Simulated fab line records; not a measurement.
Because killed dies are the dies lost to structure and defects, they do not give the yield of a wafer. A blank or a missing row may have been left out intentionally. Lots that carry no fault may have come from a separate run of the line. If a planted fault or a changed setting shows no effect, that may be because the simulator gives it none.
Which tool did it?    flow gf180mcu    14 lots, 42 wafers sampled, at 2 steps of a route of 602

## WHAT EACH GAUGE READ, for each wafer
GF_VT_IMPLANT_OVL_MEAS_18. Usual: VT_IMPLANT_01_OVL typically reads 0.7 nm, with standard deviation 1.2.
lot   measured      on          VT_IMPLANT_01_OVL (nm)  flag
L634  day 6 06:33   overlay-01  -1.0 1.1 0.8            
L635  day 6 11:49   overlay-02  0.0 1.9 0.7             
L636  day 7 01:32   overlay-01  0.2 0.9 0.3             
L637  day 7 02:23   overlay-01  0.6 -1.0 0.3            
L638  day 7 06:11   overlay-02  -2.3 -1.4 -0.1          
L643  day 8 15:18   overlay-02  2.5 2.2 1.6             
L645  day 9 06:47   overlay-02  0.9 0.1 -0.5            
L648  day 9 22:16   overlay-02  0.4 0.9 0.5             
L650  day 10 12:06  overlay-02  1.2 -0.4 1.4            
L651  day 10 17:33  overlay-02  -1.9 -0.7 -1.0          
L652  day 10 22:48  overlay-01  2.0 1.1 2.4             
L654  day 11 14:49  overlay-02  1.8 2.1 2.0             
L656  day 12 01:25  overlay-02  0.4 -0.4 -0.4           
L657  day 12 05:53  overlay-02  1.9 2.1 2.1             

GF_VT_IMPLANT_OVL_MEAS_29. Usual: VT_IMPLANT_02_OVL typically reads 0.5 nm, with standard deviation 1.6.
lot   measured      on          VT_IMPLANT_02_OVL (nm)  flag
L634  day 6 21:27   overlay-01  2.5 3.0 2.5             
L635  day 7 04:03   overlay-01  0.1 -1.8 0.2            
L636  day 7 17:31   overlay-02  2.3 2.7 2.1             
L637  day 7 18:13   overlay-01  2.2 0.2 2.9             
L638  day 7 22:20   overlay-01  2.0 2.1 2.2             
L643  day 9 08:41   overlay-02  0.2 0.2 -0.4            
L645  day 10 00:22  overlay-02  1.5 1.0 2.7             
L648  day 10 15:44  overlay-02  -2.0 -1.4 -2.0          
L650  day 11 06:38  overlay-02  1.9 1.3 1.7             
L651  day 11 12:00  overlay-01  -1.3 -0.5 -1.1          
L652  day 11 18:06  overlay-02  -0.6 -1.7 -1.0          
L654  day 12 09:37  overlay-02  1.8 1.7 2.9             
L656  day 12 20:46  overlay-02  1.2 2.1 1.8             
L657  day 13 00:52  overlay-01  0.4 1.1 0.3             

## TOOL THAT RAN EACH LOT (tool first, then ch and the chambers of the sampled wafers, then the start)
No process step before these readings appears in the record.

## WHAT THE TOOLS THEMSELVES READ (means of the sampled wafers that have a number; where no wafer has one, the mark that the record gives instead)
The record holds no such reading with a usual standard deviation.

## THE ANSWER, worked out from the rows above alone
Rule: lot off if the mean of its wafers having a number is beyond 3 standard deviations from the usual mean. A lot without any number at a reading at which 4 lots or more have one is off too. The other lots that the step has rows for count as sound. First the gauges in route order, then the tools' own readings, where a lot's mean is used as printed above. At the first step where some lot is off, the reading lying furthest off is the one used; lots without a number count as furthest.
No lot is off on any of the readings shown, so nothing can be concluded from this.

## WHAT HAD BEEN PUT IN BY THE SIMULATOR
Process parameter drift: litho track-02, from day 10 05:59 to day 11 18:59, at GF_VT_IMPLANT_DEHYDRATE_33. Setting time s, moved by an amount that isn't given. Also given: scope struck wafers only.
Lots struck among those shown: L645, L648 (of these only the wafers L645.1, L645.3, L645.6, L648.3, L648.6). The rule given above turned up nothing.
